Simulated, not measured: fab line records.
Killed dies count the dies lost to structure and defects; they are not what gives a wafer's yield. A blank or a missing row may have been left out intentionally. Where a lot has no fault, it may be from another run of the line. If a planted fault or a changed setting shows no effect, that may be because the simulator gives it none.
fab line records    flow sky130
record: lots: 10  wafers: 30  last-day: 50
route steps=708 shown VT_ADJUST_LVTN@106 SONOS_ONO@181 POLY_GATE@204
lots that met no fault: from a run of the same line without faults
start-h: the number of hours between the record's first day and the start of the first shown wafer of the lot    wait-h: hours elapsed since this lot's preceding step    " as in the row above    L1.1+2: a single row standing in for several wafers    - no value, or no start given    * or withheld: withheld    < > ~ a bound
route shown NAME@n: NAME is a module with steps in the file, n the number in the route of the first one    usual: mean/standard deviation of fault-free wafers    same: alike in all rows    chamber/n: place in a boat    sites: the reading at each site    _std_site: their standard deviation    _edge_site: the outer-site mean with the inner-site mean subtracted    radius-mm: how far each site lies from the wafer's centre    mask NAME#n: copy n    behind: tool/chamber where the wafer was last shaped    hold: cause of the lot's hold/its duration in hours/its outcome    device: transistor that didn't switch, given as n, p or np    end of line: the tests these same wafers got at the end of their route    a step without rows: its recipe alone    killed: at the first sort, the dies lost to defects and structure; wafer yield is something else    map: dies across one wafer; x = killed, . = not, _ = none there
set.NAME: the run value of the setting; set.NAME@STEP: its run value at that earlier step    model.NAME: the simulator's own value behind a step, which no gauge read
steps of the route over a sample of lots; a table a step, a row a wafer
services: from which hour (start-h, from the record's first day; less than 0 if before it) a tool's chamber was out of use, for how many hours, and why
== steps ==
step: SKY_VT_ADJUST_LVTN_STRIP_09
recipe: chemistry: O2/N2  power-w: 1400  pressure-mtorr: 1500  platen-temp-c: withheld  o2-flow-sccm: 3000  n2-flow-sccm: 300  overash-fraction: 0.5
usual: drypump-motor-current-A: 5.6/0.54  oes-product-au: 0.723/0.0044  strip-time-to-endpoint-s: 37.10/0.11
lot.wafer  tool             chamber  start-h  wait-h  drypump-motor-current-A  oes-product-au  rf-hours-counter-h  strip-time-to-endpoint-s
L210.1     plasma-asher-04  1        137.65   0.1     5.2                      0.729           44                  37.10
L210.2     "                0        "        "       5.7                      0.731           44                  37.16
L210.3     "                0        "        "       5.7                      0.728           -                   37.05
L213.3     plasma-asher-04  0        182.83   0.1     5.7                      0.716           -                   37.00
L213.4     "                1        "        "       5.2                      0.715           -                   36.92
L213.5     "                1        "        "       5.2                      0.728           -                   37.08
L214.4     plasma-asher-02  1        191.64   0.1     6.4                      0.720           -                   37.26
L214.5     "                0        "        "       5.8                      0.723           -                   37.06
L214.6     "                1        "        "       6.4                      0.726           -                   37.13
L216.1     plasma-asher-04  1        196.56   0.1     5.2                      0.726           49                  37.25
L216.3     "                0        "        "       5.7                      0.726           -                   37.28
L216.6     "                1        "        "       5.2                      0.723           -                   37.13
L218.3     plasma-asher-04  1        207.87   0.1     5.2                      0.728           -                   37.08
L218.4     "                0        "        "       5.7                      0.720           -                   36.98
L218.5     "                0        "        "       5.7                      0.726           -                   36.97
L219.3     plasma-asher-03  1        208.69   0.1     4.9                      0.720           -                   37.08
L219.4     "                0        "        "       4.9                      0.718           -                   37.13
L219.5     "                1        "        "       4.9                      0.722           -                   37.00
L222.1     plasma-asher-04  0        223.83   0.1     5.7                      0.717           51                  37.12
L222.2     "                1        "        "       5.2                      0.727           51                  37.16
L222.6     "                0        "        "       5.7                      0.722           -                   37.05
L223.2     plasma-asher-02  0        230.68   0.1     5.9                      0.721           41                  37.10
L223.3     "                0        "        "       5.9                      0.731           -                   37.33
L223.6     "                1        "        "       6.4                      0.724           -                   37.30
L232.1     plasma-asher-03  0        286.28   0.1     4.9                      0.723           15                  36.94
L232.4     "                1        "        "       4.9                      0.721           -                   36.87
L232.6     "                1        "        "       4.9                      0.715           -                   36.94
L233.1     plasma-asher-04  0        291.61   0.1     5.7                      0.722           59                  37.04
L233.2     "                1        "        "       5.2                      0.721           59                  37.09
L233.3     "                1        "        "       5.2                      0.724           -                   37.17
step: SKY_SONOS_ONO_CD_MEAS_13
recipe: target-cd-nm: 410
usual: cd-nm: 410.6/2.3
lot.wafer  tool       chamber  start-h  wait-h  cd-nm
L210.1     cd-sem-01  -        272.91   0.1     414.1
L210.2     "          -        "        "       415.2
L210.3     "          -        "        "       412.7
L213.3     cd-sem-02  -        329.09   0.1     410.4
L213.4     "          -        "        "       411.8
L213.5     "          -        "        "       410.0
L214.4     cd-sem-01  -        344.51   0.1     407.1
L214.5     "          -        "        "       408.9
L214.6     "          -        "        "       409.1
L216.1     cd-sem-01  -        348.66   0.1     411.0
L216.3     "          -        "        "       409.2
L216.6     "          -        "        "       409.5
L218.3     cd-sem-02  -        361.57   0.1     408.1
L218.4     "          -        "        "       408.7
L218.5     "          -        "        "       408.3
L219.3     cd-sem-01  -        364.02   0.1     410.5
L219.4     "          -        "        "       412.7
L219.5     "          -        "        "       409.5
L222.1     cd-sem-02  -        382.81   0.1     410.5
L222.2     "          -        "        "       410.8
L222.6     "          -        "        "       410.6
L223.2     cd-sem-01  -        390.02   0.1     412.8
L223.3     "          -        "        "       413.9
L223.6     "          -        "        "       410.8
L232.1     cd-sem-01  -        460.30   0.1     408.7
L232.4     "          -        "        "       410.1
L232.6     "          -        "        "       410.2
L233.1     cd-sem-01  -        467.63   0.1     412.3
L233.2     "          -        "        "       412.4
L233.3     "          -        "        "       415.4
step: SKY_SONOS_ONO_STRIP_17
recipe: chemistry: O2/N2  power-w: 1400  pressure-mtorr: 1500  platen-temp-c: withheld  o2-flow-sccm: 3000  n2-flow-sccm: 300  overash-fraction: 0.5
usual: drypump-motor-current-A: 5.5/0.56  oes-product-au: 0.710/0.0045  strip-time-to-endpoint-s: 14.12/0.034
lot.wafer  tool             chamber  start-h  wait-h  drypump-motor-current-A  oes-product-au  rf-hours-counter-h  strip-time-to-endpoint-s
L210.1     plasma-asher-04  1        273.18   0.0     5.2                      0.711           57                  14.06
L210.2     "                0        "        "       5.7                      0.701           57                  14.07
L210.3     "                1        "        "       5.2                      0.713           -                   14.11
L213.3     plasma-asher-04  0        329.35   0.0     5.7                      0.710           -                   14.11
L213.4     "                1        "        "       5.2                      0.711           -                   14.11
L213.5     "                1        "        "       5.2                      0.706           -                   14.11
L214.4     plasma-asher-04  0        344.75   0.0     5.7                      0.715           -                   14.11
L214.5     "                0        "        "       5.7                      0.714           -                   14.15
L214.6     "                1        "        "       5.2                      0.706           -                   14.12
L216.1     plasma-asher-03  1        348.93   0.0     4.9                      0.710           20                  14.19
L216.3     "                1        "        "       4.9                      0.716           -                   14.18
L216.6     "                0        "        "       4.9                      0.717           -                   14.14
L218.3     plasma-asher-03  1        361.91   0.0     4.9                      0.713           -                   14.07
L218.4     "                0        "        "       4.9                      0.705           -                   14.09
L218.5     "                0        "        "       4.9                      0.710           -                   14.06
L219.3     plasma-asher-03  1        364.28   0.0     4.9                      0.708           -                   14.07
L219.4     "                0        "        "       4.9                      0.707           -                   14.07
L219.5     "                0        "        "       4.9                      0.711           -                   14.06
L222.1     plasma-asher-02  0        383.07   0.0     5.8                      0.712           58                  14.15
L222.2     "                1        "        "       6.4                      0.713           58                  14.16
L222.6     "                1        "        "       6.4                      0.711           -                   14.13
L223.2     plasma-asher-03  0        390.26   0.0     4.9                      0.706           24                  14.11
L223.3     "                1        "        "       4.9                      0.714           -                   14.11
L223.6     "                0        "        "       4.9                      0.711           -                   14.12
L232.1     plasma-asher-02  0        460.56   0.0     5.8                      0.714           66                  14.14
L232.4     "                0        "        "       5.8                      0.715           -                   14.16
L232.6     "                1        "        "       6.4                      0.705           -                   14.13
L233.1     plasma-asher-03  0        467.89   0.0     4.9                      0.716           32                  14.12
L233.2     "                1        "        "       4.9                      0.714           32                  14.10
L233.3     "                1        "        "       4.9                      0.707           -                   14.17
step: SKY_POLY_GATE_CVD_00
recipe: material: poly-Si  target-thk-nm: 180  temp-c: 620  time-s: 720  pressure-mtorr: 200
usual: spike-tc-bottom-C: 641.6/1.8  spike-tc-centre-C: 620.5/1.3  spike-tc-lower-C: 621.3/1.1  spike-tc-top-C: 648.1/1.4  spike-tc-upper-C: 620.1/1.1  susceptor-temp-C: 620.05/0.27  zone-power-upper-pct: 8.7/0.39
same: time-s: 720
lot.wafer  tool      chamber  start-h  wait-h  spike-tc-bottom-C  spike-tc-centre-C  spike-tc-lower-C  spike-tc-top-C  spike-tc-upper-C  susceptor-temp-C  zone-power-upper-pct
L210.1     lpcvd-01  0        302.82   0.0     641.6              620.0              620.8             648.8           619.6             620.54            8.9
L210.2     "         0        "        "       639.4              621.7              621.3             649.4           620.8             619.77            9.1
L210.3     "         0        "        "       639.1              619.6              618.8             648.6           620.8             619.64            9.1
L213.3     lpcvd-01  0        360.24   0.0     639.9              621.6              620.9             647.8           620.1             619.84            9.0
L213.4     "         0        "        "       639.0              622.7              621.1             647.7           621.3             619.75            8.9
L213.5     "         0        "        "       640.6              620.7              621.6             648.3           623.0             619.95            9.1
L214.4     lpcvd-01  0        376.60   0.0     638.1              621.3              624.0             651.1           619.8             620.22            9.0
L214.5     "         0        "        "       640.8              621.7              621.6             648.3           620.8             620.05            8.9
L214.6     "         0        "        "       641.3              620.8              621.8             650.6           618.8             620.15            9.0
L216.1     lpcvd-01  0        380.60   0.0     642.6              622.3              622.3             648.7           620.7             619.88            9.0
L216.3     "         0        "        "       640.8              621.0              621.5             649.9           621.9             619.98            9.0
L216.6     "         0        "        "       640.6              620.9              620.0             650.3           620.2             620.20            9.1
L218.3     lpcvd-01  1        395.64   0.0     645.5              618.2              622.0             645.8           619.1             619.62            8.1
L218.4     "         1        "        "       643.8              619.9              621.3             648.2           621.5             619.80            8.2
L218.5     "         1        "        "       641.6              619.0              620.2             646.9           620.0             620.04            8.3
L219.3     lpcvd-01  1        397.17   0.0     644.9              618.6              620.5             646.7           619.8             620.35            8.2
L219.4     "         1        "        "       644.1              618.9              621.1             644.9           619.6             620.62            8.4
L219.5     "         1        "        "       644.1              618.1              623.1             646.2           617.5             619.90            8.3
L222.1     lpcvd-01  0        415.66   0.0     640.1              623.0              619.9             648.9           620.1             620.28            9.2
L222.2     "         0        "        "       642.0              620.4              621.8             648.3           620.1             619.90            9.1
L222.6     "         0        "        "       641.2              620.8              621.4             649.1           621.8             620.23            8.9
L223.2     lpcvd-01  0        424.11   0.0     633.4              615.1              614.4             643.3           613.1             613.84            8.9
L223.3     "         0        "        "       634.6              616.2              614.1             641.2           613.0             613.71            8.8
L223.6     "         0        "        "       635.3              614.8              614.3             643.5           614.9             613.51            8.8
L232.1     lpcvd-01  1        494.02   0.0     642.6              618.9              620.9             646.1           620.0             619.56            8.2
L232.4     "         1        "        "       642.4              620.5              620.2             646.6           619.1             619.96            8.4
L232.6     "         1        "        "       643.4              619.3              620.8             646.6           619.3             620.07            8.2
L233.1     lpcvd-01  1        503.55   0.0     643.7              620.6              620.7             646.7           618.5             619.99            8.3
L233.2     "         1        "        "       644.8              619.9              623.2             647.8           621.4             620.16            8.3
L233.3     "         1        "        "       642.9              621.1              621.8             647.9           618.5             619.86            8.2
step: SKY_POLY_GATE_THK_MEAS_01
recipe: reads: poly-Si_of_POLY_GATE_CVD_00
usual: POLY_GATE_CVD_00_THK: 178.6/2
lot.wafer  tool           chamber  start-h  wait-h  POLY_GATE_CVD_00_THK[nm]
L210.1     film-metro-02  -        304.02   0.0     176.7
L210.2     "              -        "        "       177.0
L210.3     "              -        "        "       177.6
L213.3     film-metro-02  -        361.46   0.0     177.4
L213.4     "              -        "        "       178.8
L213.5     "              -        "        "       176.7
L214.4     film-metro-04  -        377.83   0.0     177.6
L214.5     "              -        "        "       179.1
L214.6     "              -        "        "       177.2
L216.1     film-metro-02  -        381.80   0.0     179.9
L216.3     "              -        "        "       178.9
L216.6     "              -        "        "       178.1
L218.3     film-metro-02  -        396.86   0.0     180.5
L218.4     "              -        "        "       180.4
L218.5     "              -        "        "       179.8
L219.3     film-metro-04  -        398.42   0.0     177.4
L219.4     "              -        "        "       178.1
L219.5     "              -        "        "       175.7
L222.1     film-metro-04  -        416.86   0.0     178.7
L222.2     "              -        "        "       178.5
L222.6     "              -        "        "       179.0
L223.2     film-metro-02  -        425.32   0.0     151.5
L223.3     "              -        "        "       151.5
L223.6     "              -        "        "       152.4
L232.1     film-metro-04  -        495.22   0.0     180.2
L232.4     "              -        "        "       180.9
L232.6     "              -        "        "       179.8
L233.1     film-metro-01  -        504.75   0.0     181.5
L233.2     "              -        "        "       180.5
L233.3     "              -        "        "       180.7
step: SKY_POLY_GATE_ETCH_17
recipe: target-depth-nm: 180  stop-on: SiO2  over-etch-frac: 0.56667  chemistry: HBr/Cl2  target: poly-Si  icp-w: 400  bias-w: 100  pressure-mtorr: 10  HBr_flow_sccm: 150  Cl2_flow_sccm: 50  time-s: 70.5
usual: drypump-motor-current-A: 5.7/0.43  oes-product-au: 0.984/0.0079  throttle-valve-pct: 33.683/0.0088
same: time-s: 70.5
lot.wafer  tool       chamber  start-h  wait-h  drypump-motor-current-A  oes-product-au  rf-hours-counter-h  throttle-valve-pct
L210.1     rie-si-02  3        359.88   0.0     6.1                      0.988           6                   33.698
L210.2     "          0        "        "       6.5                      0.977           6                   33.675
L210.3     "          2        "        "       5.4                      0.980           0                   33.682
L213.3     rie-si-01  2        421.50   0.0     5.9                      0.985           4                   33.674
L213.4     "          1        "        "       5.7                      0.983           39                  33.689
L213.5     "          1        "        "       5.6                      0.987           -                   33.688
L214.4     rie-si-02  0        440.61   0.0     6.5                      0.982           7                   33.691
L214.5     "          0        "        "       6.6                      0.983           -                   33.674
L214.6     "          3        "        "       6.1                      0.980           -                   33.694
L216.1     rie-si-02  2        443.73   0.0     5.4                      0.985           1                   33.681
L216.3     "          3        "        "       6.1                      0.988           7                   33.684
L216.6     "          2        "        "       5.4                      0.979           -                   33.683
L218.3     rie-si-01  2        458.81   0.0     5.9                      0.980           4                   33.693
L218.4     "          0        "        "       4.9                      0.980           35                  33.682
L218.5     "          1        "        "       5.6                      0.983           -                   33.693
L219.3     rie-si-01  0        461.70   0.0     4.9                      0.985           36                  33.682
L219.4     "          3        "        "       5.6                      0.987           7                   33.690
L219.5     "          0        "        "       4.9                      0.992           -                   33.681
L222.1     rie-si-02  2        480.48   0.0     5.4                      0.988           1                   33.689
L222.2     "          1        "        "       5.7                      0.983           31                  33.698
L222.6     "          3        "        "       6.0                      0.993           -                   33.679
L223.2     rie-si-02  3        488.98   0.0     6.1                      0.881           7                   33.677
L223.3     "          2        "        "       5.4                      0.883           2                   33.682
L223.6     "          1        "        "       5.7                      0.878           -                   33.673
L232.1     rie-si-01  1        558.45   0.0     5.7                      0.983           40                  33.678
L232.4     "          0        "        "       4.9                      0.990           36                  33.695
L232.6     "          2        "        "       5.9                      0.992           -                   33.682
L233.1     rie-si-02  0        568.60   0.0     6.5                      0.986           7                   33.676
L233.2     "          3        "        "       6.1                      0.995           7                   33.686
L233.3     "          1        "        "       5.7                      0.996           31                  33.672
== services ==
tool             chamber  start-h  hours  kind
rie-si-02        1        123.07   11.6   repair
rie-si-02        0        140.83   7.8    repair
plasma-asher-04  -        143.85   6.0    repair
rie-si-01        2        179.60   3.3    repair
plasma-asher-02  -        184.35   0.9    repair
rie-si-02        -        226.16   2.8    pm
rie-si-01        0        236.48   2.0    repair
plasma-asher-03  -        239.85   1.7    repair
plasma-asher-03  -        262.27   14.6   pm
rie-si-02        -        278.36   4.3    pm
plasma-asher-04  -        301.40   1.2    repair
rie-si-02        2        301.95   12.4   repair
plasma-asher-03  -        304.46   11.6   repair
rie-si-01        3        378.16   6.0    repair
plasma-asher-02  -        387.77   0.6    repair
plasma-asher-03  -        392.11   6.1    repair
plasma-asher-04  -        421.25   9.0    pm
plasma-asher-04  -        423.54   0.4    repair
plasma-asher-04  -        451.88   13.1   repair
plasma-asher-03  -        453.11   4.3    pm
rie-si-02        -        455.84   0.2    repair
plasma-asher-04  -        468.82   4.3    repair
rie-si-01        -        483.22   0.3    repair
rie-si-02        0        484.29   6.0    repair
== key ==
first-sign: step: SKY_POLY_GATE_CVD_00  reading: susceptor-temp-C  direction: down  sigmas: 23  usual: *  struck: *
effect: step: SKY_POLY_GATE_CVD_00  reading: spike-tc-lower-C  direction: down  sigmas: 6.5  usual: 621.3  struck: 614.3
effect: step: SKY_POLY_GATE_THK_MEAS_01  reading: POLY_GATE_CVD_00_THK  direction: down  sigmas: 14  usual: 178.6  struck: 151.8
effect: step: SKY_POLY_GATE_ETCH_17  reading: oes-product-au  direction: down  sigmas: 13  usual: 0.984  struck: 0.881
met-at SKY_POLY_GATE_CVD_00
struck-lots L223
struck-wafers L223.2,L223.3,L223.6
tester-left-out L223
not-acting-at SKY_VT_ADJUST_LVTN_STRIP_09,SKY_SONOS_ONO_CD_MEAS_13,SKY_SONOS_ONO_STRIP_17
onset-between 415.66 424.11
fault: kind: process-parameter-drift  tool: lpcvd-01  chamber: 0  onset-h: 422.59  steps: SKY_POLY_GATE_CVD_00  channel: temp-c  offset: *  shape: step  end-h: 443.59  stated: *
tester-left-out: of these lots the tester's yield and bins aren't shown, on N5 and GAA mostly nor the transistor test; their killed dies are dies lost to structure and defects alone, not to doping, threshold or leakage, so they don't give the yield
